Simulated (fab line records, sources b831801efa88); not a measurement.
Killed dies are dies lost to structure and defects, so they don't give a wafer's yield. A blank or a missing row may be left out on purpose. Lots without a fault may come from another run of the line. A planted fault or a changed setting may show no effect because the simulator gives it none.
fab line records | flow sky130
record lots=14 wafers=42 last_day=50
route steps=708 shown LDD_N@245 SD_P@328 LI_CONTACT@365
lots that met no fault: from a run of the same line without faults
start_h: hours from the record's first day to the start of the lot's first wafer shown | wait_h: hours since the lot's step before | " the same as in the row above | L1.1+2: a row that stands for several wafers | - no value, or no start given | * or withheld: withheld | < > ~ a bound
route shown NAME@n: a module of which the file shows steps, and the number in the route of the first | usual: mean/standard deviation of fault-free wafers | same: alike in all rows | chamber/n: place in a boat | sites: the reading at each site | _std_site: their standard deviation | _edge_site: outer sites' mean less inner sites' | radius_mm: how far each site lies from the wafer's centre | mask NAME#n: copy n | behind: the tool/chamber that last shaped the wafer | hold: why the lot was held/for how many hours/how that ended | device: the transistor (n, p or np) that didn't switch | end of line: the same wafers' tests at the end of the route | a step without rows: its recipe alone | killed: dies lost to structure and defects at the first sort, not the wafer's yield | map: a wafer's dies, x killed, . not, _ none there
set.NAME: the setting as run; set.NAME@STEP: as run at that earlier step | model.NAME: the simulator's own value behind a step, which no gauge read
steps of the route over a sample of lots; a table a step, a row a wafer
services: from which hour (start_h, from the record's first day; less than 0 if before it) a tool's chamber was out of use, for how many hours, and why
## steps
# step SKY_LDD_N_IMPLANT_08
# recipe species=As energy_kev=20 dose_cm2=7.5e+13 tilt_deg=withheld rotation_deg=23
# usual beam_energy_keV=19.999/0.0062 beam_on_s=10.00/0.19 dose_ions_cm2=7.499e+13/8.8e+10
# columns lot.wafer tool chamber start_h wait_h beam_energy_keV beam_on_s dose_ions_cm2
L848.1 implanter-02 0 385.82 0.0 20.000 10.39 7.487e+13
L848.3 " 0 " " 19.994 10.29 7.488e+13
L848.5 " 0 " " 20.002 9.91 7.497e+13
L849.4 implanter-02 0 399.98 0.1 20.004 9.80 7.519e+13
L849.5 " 0 " " 20.001 9.82 7.518e+13
L849.6 " 0 " " 19.997 9.88 7.488e+13
L850.2 implanter-03 0 406.93 0.0 20.000 9.80 7.509e+13
L850.4 " 0 " " 19.996 9.69 7.505e+13
L850.5 " 0 " " 19.994 9.82 7.502e+13
L851.2 implanter-02 0 420.38 0.0 19.996 9.62 7.5e+13
L851.3 " 0 " " 20.005 10.21 7.502e+13
L851.6 " 0 " " 20.001 10.21 7.506e+13
L852.1 implanter-03 0 439.70 0.0 20.001 9.79 7.491e+13
L852.2 " 0 " " 20.008 9.97 7.495e+13
L852.3 " 0 " " 19.991 10.11 7.505e+13
L853.3 implanter-03 0 454.85 0.1 20.000 10.30 7.497e+13
L853.4 " 0 " " 19.999 10.15 7.506e+13
L853.6 " 0 " " 20.004 10.03 7.497e+13
L854.2 implanter-03 0 465.12 0.0 20.009 10.20 7.512e+13
L854.3 " 0 " " 20.002 10.12 7.5e+13
L854.4 " 0 " " 20.006 10.09 7.51e+13
L855.1 implanter-01 0 466.55 0.0 20.000 9.89 7.499e+13
L855.5 " 0 " " 19.999 9.87 7.488e+13
L855.6 " 0 " " 19.993 10.20 7.501e+13
L865.2 implanter-02 - 541.90 0.0 - - -
L865.4 " - " " - - -
L865.5 " - " " - - -
L864.3 implanter-01 - 552.25 0.1 - - -
L864.5 " - " " - - -
L864.6 " - " " - - -
L867.1 implanter-01 0 567.72 0.0 19.995 10.11 7.497e+13
L867.5 " 0 " " 19.999 9.94 7.504e+13
L867.6 " 0 " " 20.001 10.27 7.509e+13
L868.3 implanter-01 0 591.80 0.1 20.007 10.26 7.499e+13
L868.4 " 0 " " 19.997 9.81 7.501e+13
L868.5 " 0 " " 19.992 9.54 7.484e+13
L869.1 implanter-03 0 608.70 0.0 19.990 10.16 7.498e+13
L869.3 " 0 " " 19.994 9.90 7.508e+13
L869.6 " 0 " " 19.987 10.22 7.511e+13
L870.1 implanter-03 0 610.36 0.0 19.996 9.61 7.49e+13
L870.3 " 0 " " 20.000 9.97 7.498e+13
L870.6 " 0 " " 19.991 10.18 7.49e+13
# step SKY_LDD_N_STRIP_16
# recipe chemistry=O2/N2 power_w=1400 pressure_mtorr=1500 platen_temp_c=withheld o2_flow_sccm=3000 n2_flow_sccm=300 overash_fraction=0.5
# usual drypump_motor_current_A=5.89/0.3 n2_flow_sccm=300.0/0.88 oes_product_au=0.408/0.0048 strip_time_to_endpoint_s=4.311/0.016
# columns lot.wafer tool chamber start_h wait_h drypump_motor_current_A n2_flow_sccm oes_product_au rf_hours_counter_h strip_time_to_endpoint_s
L848.1 plasma_asher-02 0 387.02 0.1 5.85 300.4 0.419 75 4.318
L848.3 " 0 " " 5.86 300.7 0.403 - 4.295
L848.5 " 1 " " 6.08 300.5 0.410 - 4.298
L849.4 plasma_asher-03 1 401.14 0.1 6.43 300.7 0.408 - 4.319
L849.5 " 0 " " 5.37 300.2 0.416 - 4.302
L849.6 " 1 " " 6.43 300.5 0.403 - 4.279
L850.2 plasma_asher-03 0 408.11 0.1 5.39 300.1 0.410 27 4.305
L850.4 " 1 " " 6.44 298.5 0.409 - 4.284
L850.5 " 0 " " 5.39 299.5 0.413 - 4.303
L851.2 plasma_asher-04 0 421.56 0.1 5.57 299.5 0.414 79 4.319
L851.3 " 0 " " 5.57 299.8 0.403 - 4.302
L851.6 " 1 " " 5.91 300.1 0.408 - 4.321
L852.1 plasma_asher-04 1 440.90 0.1 5.87 298.6 0.405 81 4.328
L852.2 " 0 " " 5.56 299.7 0.411 81 4.325
L852.3 " 1 " " 5.93 298.4 0.402 - 4.340
L853.3 plasma_asher-03 0 456.03 0.1 5.36 300.7 0.402 - 4.308
L853.4 " 1 " " 6.45 299.2 0.404 - 4.338
L853.6 " 0 " " 5.39 299.8 0.413 - 4.319
L854.2 plasma_asher-02 0 466.30 0.1 5.83 299.4 0.406 3 4.314
L854.3 " 0 " " 5.84 301.1 0.409 - 4.312
L854.4 " 1 " " 6.10 298.9 0.414 - 4.322
L855.1 plasma_asher-02 1 469.95 0.1 6.16 299.4 0.411 4 4.345
L855.5 " 1 " " 6.16 301.4 0.408 - 4.334
L855.6 " 0 " " 5.83 300.6 0.404 - 4.330
L865.2 plasma_asher-03 0 543.07 0.1 5.38 299.7 0.405 39 4.124
L865.4 " 1 " " 6.46 299.2 0.405 - 4.141
L865.5 " 1 " " 6.46 299.7 0.413 - 4.136
L864.3 plasma_asher-02 0 553.43 0.1 5.86 300.9 0.404 - 4.126
L864.5 " 0 " " 5.87 299.0 0.400 - 4.129
L864.6 " 1 " " 6.07 300.4 0.404 - 4.135
L867.1 plasma_asher-03 1 568.92 0.1 6.43 299.7 0.401 42 4.296
L867.5 " 0 " " 5.38 301.6 0.410 - 4.311
L867.6 " 1 " " 6.44 299.7 0.410 - 4.318
L868.3 plasma_asher-04 0 592.98 0.1 5.59 299.6 0.416 - 4.314
L868.4 " 1 " " 5.93 299.6 0.416 - 4.311
L868.5 " 1 " " 5.91 299.0 0.403 - 4.319
L869.1 plasma_asher-02 0 609.90 0.1 5.85 300.6 0.412 18 4.321
L869.3 " 0 " " 5.83 301.3 0.404 - 4.308
L869.6 " 0 " " 5.86 299.9 0.407 - 4.323
L870.1 plasma_asher-04 0 611.56 0.1 5.56 300.4 0.416 99 4.303
L870.3 " 1 " " 5.95 297.3 0.402 - 4.318
L870.6 " 1 " " 5.94 299.2 0.406 - 4.318
# step SKY_LDD_N_TW_MEAS_17
# usual LDD_N_TW=2569/19
# columns lot.wafer tool chamber start_h wait_h LDD_N_TW
L848.1 film_metro-01 - 387.12 0.1 2557
L848.3 " - " " 2546
L848.5 " - " " 2546
L849.4 film_metro-01 - 401.24 0.1 2550
L849.5 " - " " 2564
L849.6 " - " " 2556
L850.2 film_metro-03 - 408.22 0.1 2587
L850.4 " - " " 2593
L850.5 " - " " 2591
L851.2 film_metro-01 - 421.67 0.1 2562
L851.3 " - " " 2549
L851.6 " - " " 2569
L852.1 film_metro-01 - 441.00 0.1 2539
L852.2 " - " " 2533
L852.3 " - " " 2535
L853.3 film_metro-04 - 456.12 0.1 2574
L853.4 " - " " 2583
L853.6 " - " " 2573
L854.2 film_metro-01 - 466.41 0.1 2559
L854.3 " - " " 2566
L854.4 " - " " 2571
L855.1 film_metro-01 - 470.05 0.1 2568
L855.5 " - " " 2559
L855.6 " - " " 2559
L865.2 film_metro-04 - 543.18 0.1 2437
L865.4 " - " " 2432
L865.5 " - " " 2433
L864.3 film_metro-04 - 553.52 0.1 2429
L864.5 " - " " 2430
L864.6 " - " " 2427
L867.1 film_metro-03 - 569.02 0.1 2584
L867.5 " - " " 2599
L867.6 " - " " 2595
L868.3 film_metro-03 - 593.07 0.1 2591
L868.4 " - " " 2601
L868.5 " - " " 2604
L869.1 film_metro-03 - 610.00 0.1 2577
L869.3 " - " " 2570
L869.6 " - " " 2596
L870.1 film_metro-03 - 611.66 0.1 2579
L870.3 " - " " 2581
L870.6 " - " " 2578
# step SKY_SD_P_OVL_MEAS_08
# usual SD_P_OVL=-0.1/1.3
# columns lot.wafer tool chamber start_h wait_h SD_P_OVL[nm]
L848.1 overlay-02 - 569.81 0.1 0.3
L848.3 " - " " 0.8
L848.5 " - " " 0.1
L849.4 overlay-02 - 585.25 0.1 -0.7
L849.5 " - " " 0.8
L849.6 " - " " -2.1
L850.2 overlay-02 - 591.54 0.1 -1.7
L850.4 " - " " 0.4
L850.5 " - " " 1.6
L851.2 overlay-02 - 604.99 0.1 0.3
L851.3 " - " " 0.9
L851.6 " - " " 0.3
L852.1 overlay-02 - 622.83 0.1 -3.2
L852.2 " - " " -2.6
L852.3 " - " " -2.5
L853.3 overlay-02 - 636.54 0.1 -0.6
L853.4 " - " " 1.3
L853.6 " - " " 0.2
L854.2 overlay-02 - 645.41 0.1 0.7
L854.3 " - " " 1.8
L854.4 " - " " 1.2
L855.1 overlay-02 - 649.46 0.1 0.8
L855.5 " - " " 1.4
L855.6 " - " " 1.8
L867.1 overlay-02 - 743.03 0.1 -1.4
L867.5 " - " " -0.4
L867.6 " - " " 0.3
L868.3 overlay-02 - 761.49 0.1 3.2
L868.4 " - " " 1.2
L868.5 " - " " 2.3
L870.1 overlay-02 - 779.16 0.1 -1.7
L870.3 " - " " 0.4
L870.6 " - " " -0.1
L869.1 overlay-02 - 779.76 0.1 -0.7
L869.3 " - " " 1.5
L869.6 " - " " 0.5
# step SKY_LI_CONTACT_BOW_MEAS_03
# recipe mode=bow
# usual LI_CONTACT_BOW=56/7.1
# columns lot.wafer tool chamber start_h wait_h LI_CONTACT_BOW[um]
L848.1 film_metro-02 - 629.85 0.1 63
L848.3 " - " " 57
L848.5 " - " " 57
L849.4 film_metro-01 - 644.50 0.2 63
L849.5 " - " " 55
L849.6 " - " " 55
L850.2 film_metro-01 - 651.69 0.1 46
L850.4 " - " " 59
L850.5 " - " " 56
L851.2 film_metro-02 - 664.72 0.2 58
L851.3 " - " " 62
L851.6 " - " " 63
L852.1 film_metro-01 - 680.35 0.2 57
L852.2 " - " " 62
L852.3 " - " " 60
L853.3 film_metro-01 - 693.49 0.2 47
L853.4 " - " " 41
L853.6 " - " " 49
L854.2 film_metro-02 - 700.91 0.2 56
L854.3 " - " " 68
L854.4 " - " " 64
L855.1 film_metro-04 - 703.82 0.2 54
L855.5 " - " " 53
L855.6 " - " " 64
L867.1 film_metro-02 - 797.96 0.1 59
L867.5 " - " " 55
L867.6 " - " " 49
L868.3 film_metro-02 - 815.73 0.2 56
L868.4 " - " " 61
L868.5 " - " " 62
L870.1 film_metro-01 - 833.76 0.2 68
L870.3 " - " " 53
L870.6 " - " " 57
L869.1 film_metro-04 - 834.13 0.2 51
L869.3 " - " " 64
L869.6 " - " " 58
# step SKY_LI_CONTACT_ETCH_14
# recipe chemistry=N2/H2 target=BARC ion_energy_ev=200 source_w=500 bias_w=100 pressure_mtorr=30 n2_flow_sccm=100 h2_flow_sccm=200 stop_on=SiO2 time_s=45.9 target_depth_a=600
# usual drypump_motor_current_A=5.5/0.58 n2_flow_sccm=100.0/0.32 oes_product_au=0.855/0.0047 throttle_valve_pct=13.224/0.009
# columns lot.wafer tool chamber start_h wait_h drypump_motor_current_A n2_flow_sccm oes_product_au rf_hours_counter_h throttle_valve_pct
L848.1 rie_diel-03 0 658.37 0.0 5.5 99.2 0.852 14 13.221
L848.3 " 2 " " 6.1 99.6 0.858 3 13.215
L848.5 " 2 " " 6.1 99.9 0.852 - 13.212
L849.4 rie_diel-03 1 671.88 0.0 5.8 100.0 0.847 21 13.205
L849.5 " 2 " " 6.1 100.1 0.853 - 13.202
L849.6 " 3 " " 4.7 99.7 0.843 - 13.218
L850.2 rie_diel-03 3 678.52 0.0 4.7 99.9 0.852 15 13.228
L850.4 " 1 " " 5.8 99.6 0.862 21 13.223
L850.5 " 0 " " 5.5 99.8 0.858 - 13.227
L851.2 rie_diel-04 2 691.56 0.0 4.6 100.3 0.852 6 13.232
L851.3 " 0 " " 6.4 100.5 0.856 2 13.218
L851.6 " 0 " " 6.4 100.5 0.853 - 13.229
L852.1 rie_diel-01 2 708.03 0.0 5.9 100.0 0.861 14 13.212
L852.2 " 1 " " 5.4 100.4 0.854 2 13.240
L852.3 " 3 " " 6.0 100.0 0.859 5 13.211
L853.3 rie_diel-01 3 721.61 0.1 6.0 99.6 0.856 - 13.214
L853.4 " 3 " " 6.0 100.3 0.850 - 13.226
L853.6 " 3 " " 6.1 99.8 0.854 - 13.235
L854.2 rie_diel-04 3 727.43 0.0 5.9 99.7 0.860 40 13.226
L854.3 " 2 " " 4.7 99.7 0.848 7 13.213
L854.4 " 1 " " 4.9 100.3 0.859 1 13.225
L855.1 rie_diel-04 1 730.68 0.0 4.9 100.0 0.858 1 13.212
L855.5 " 2 " " 4.7 100.0 0.863 - 13.239
L855.6 " 1 " " 4.8 100.1 0.857 - 13.221
L867.1 rie_diel-04 1 825.12 0.0 4.8 99.3 0.857 5 13.236
L867.5 " 1 " " 4.8 99.8 0.861 - 13.228
L867.6 " 2 " " 4.7 100.3 0.862 - 13.207
L868.3 rie_diel-04 3 841.73 0.0 5.9 100.1 0.853 2 13.238
L868.4 " 1 " " 4.8 99.7 0.863 5 13.218
L868.5 " 0 " " 6.3 99.6 0.856 - 13.225
L870.1 rie_diel-01 2 860.43 0.0 5.9 100.0 0.854 18 13.228
L870.3 " 3 " " 6.0 99.8 0.860 9 13.236
L870.6 " 2 " " 5.9 100.2 0.850 - 13.239
L869.1 rie_diel-03 3 860.72 0.0 4.7 100.2 0.852 18 13.220
L869.3 " 0 " " 5.5 100.2 0.849 18 13.212
L869.6 " 3 " " 4.7 99.7 0.855 - 13.229
## services
# columns tool chamber start_h hours kind
implanter-01 - 365.05 3.2 pm
implanter-03 - 372.12 4.0 repair
rie_diel-04 0 405.02 11.4 repair
plasma_asher-03 - 412.14 1.6 repair
implanter-03 - 417.66 2.1 repair
plasma_asher-02 - 421.27 9.0 pm
plasma_asher-02 - 444.39 0.4 repair
plasma_asher-03 - 480.24 14.7 repair
implanter-01 - 498.74 3.4 repair
plasma_asher-03 - 506.24 0.6 repair
rie_diel-04 3 512.28 4.7 repair
implanter-03 - 513.12 3.7 pm
implanter-02 - 516.22 4.1 repair
rie_diel-04 2 518.61 6.2 repair
implanter-03 - 531.44 6.9 repair
rie_diel-04 0 560.67 1.7 repair
rie_diel-04 2 577.04 1.6 repair
plasma_asher-03 - 662.69 1.1 repair
plasma_asher-02 - 692.52 2.8 pm
implanter-03 - 697.37 5.0 pm
plasma_asher-03 - 715.79 4.5 repair
plasma_asher-02 - 725.45 1.5 repair
rie_diel-04 0 792.53 35.1 repair
rie_diel-04 0 859.97 1.6 repair
## key
first_sign step=SKY_LDD_N_IMPLANT_08 reading=tool_record direction=missing
effect step=SKY_LDD_N_STRIP_16 reading=strip_time_to_endpoint_s direction=down sigmas=11 usual=* struck=*
effect step=SKY_LDD_N_TW_MEAS_17 reading=LDD_N_TW direction=down sigmas=7.3 usual=2569 struck=2431
met_at SKY_LDD_N_IMPLANT_08
struck_lots L864,L865
later_rows_left_out L864.3,L864.5,L864.6,L865.2,L865.4,L865.5
sort_left_out L864.3,L864.5,L864.6,L865.2,L865.4,L865.5
tester_left_out L864,L865
not_acting_at SKY_SD_P_OVL_MEAS_08,SKY_LI_CONTACT_BOW_MEAS_03,SKY_LI_CONTACT_ETCH_14
onset_between 466.55 541.90
fault kind=skipped_step_whole tool=implanter-01,implanter-02 chamber=- onset_h=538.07 steps=SKY_LDD_N_IMPLANT_08 scope=struck_lots_only
# tester_left_out: of these lots the tester's yield and bins aren't shown, on N5 and GAA mostly nor the transistor test; their killed dies are dies lost to structure and defects alone, not to doping, threshold or leakage, so they don't give the yield
# sort_left_out: the simulated sort isn't trusted on such a fault, so these wafers' sort isn't shown, and their yield isn't known
# later_rows_left_out: the simulator's readings of these wafers behind a module that went badly wrong aren't trusted and aren't shown, but for the sort
